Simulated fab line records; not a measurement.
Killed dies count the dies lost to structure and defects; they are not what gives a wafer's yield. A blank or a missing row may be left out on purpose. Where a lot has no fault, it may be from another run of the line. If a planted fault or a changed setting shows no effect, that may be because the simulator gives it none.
The tool behind it: which one? / flow gf180mcu / 6 lots with 18 wafers sampled at 2 steps, on a route of 602 steps

## WHAT THE GAUGES SHOWED, per wafer
GF_MIM_THK_MEAS_11: measures by xrf.
lot=L190; measured=day 24 19:37; on=film metro-01; MIM_ALCU_THK (nm)=195.3 195.7 196.5
lot=L193; measured=day 26 00:14; on=film metro-03; MIM_ALCU_THK (nm)=196.8 198.4 199.0
lot=L197; measured=day 27 10:28; on=film metro-03; MIM_ALCU_THK (nm)=200.5 202.6 202.6
lot=L206; measured=day 29 21:01; on=film metro-02; MIM_ALCU_THK (nm)=197.1 193.9 197.0
lot=L209; measured=day 30 19:06; on=film metro-03; MIM_ALCU_THK (nm)=201.2 201.2 199.7
lot=L211; measured=day 31 03:01; on=film metro-02; MIM_ALCU_THK (nm)=202.4 200.9 204.3

## WHAT TOOL EACH LOT RAN ON (gives the tool, then ch and the chambers of the sampled wafers, and finally the start)
lot=L190; GF_POLY_GATE_STRIP_14=plasma asher-01 ch 0, day 9 12:55
lot=L193; GF_POLY_GATE_STRIP_14=plasma asher-01 ch 0, day 10 13:14
lot=L197; GF_POLY_GATE_STRIP_14=plasma asher-01 ch 0,1, day 11 19:40
lot=L206; GF_POLY_GATE_STRIP_14=plasma asher-01 ch 0,1, day 14 07:22
lot=L209; GF_POLY_GATE_STRIP_14=plasma asher-03 ch 0,1, day 15 08:29
lot=L211; GF_POLY_GATE_STRIP_14=plasma asher-04 ch 0,1, day 15 18:25
- GF_POLY_GATE_STRIP_14: strips in O2/N2.

## THE ANSWER, worked out from the rows above alone
Rule: what is usual is taken from the lots themselves. Put in order of their means at a reading, lots are off if they are a third of the lots or fewer, leave a main group of 4 or more, and stand apart from it by a gap of 3 or more times the standard deviation of the main group's means; of several such gaps the widest counts. The tables above print the reading to a certain number of digits; a main group whose means all agree to those digits is not used. A lot without any number at a reading at which 4 lots or more have one is off too. The other lots that the step has rows for count as sound.
No lot is off on any of the readings shown, so nothing can be concluded from this.

## WHAT THE SIMULATOR PUT IN
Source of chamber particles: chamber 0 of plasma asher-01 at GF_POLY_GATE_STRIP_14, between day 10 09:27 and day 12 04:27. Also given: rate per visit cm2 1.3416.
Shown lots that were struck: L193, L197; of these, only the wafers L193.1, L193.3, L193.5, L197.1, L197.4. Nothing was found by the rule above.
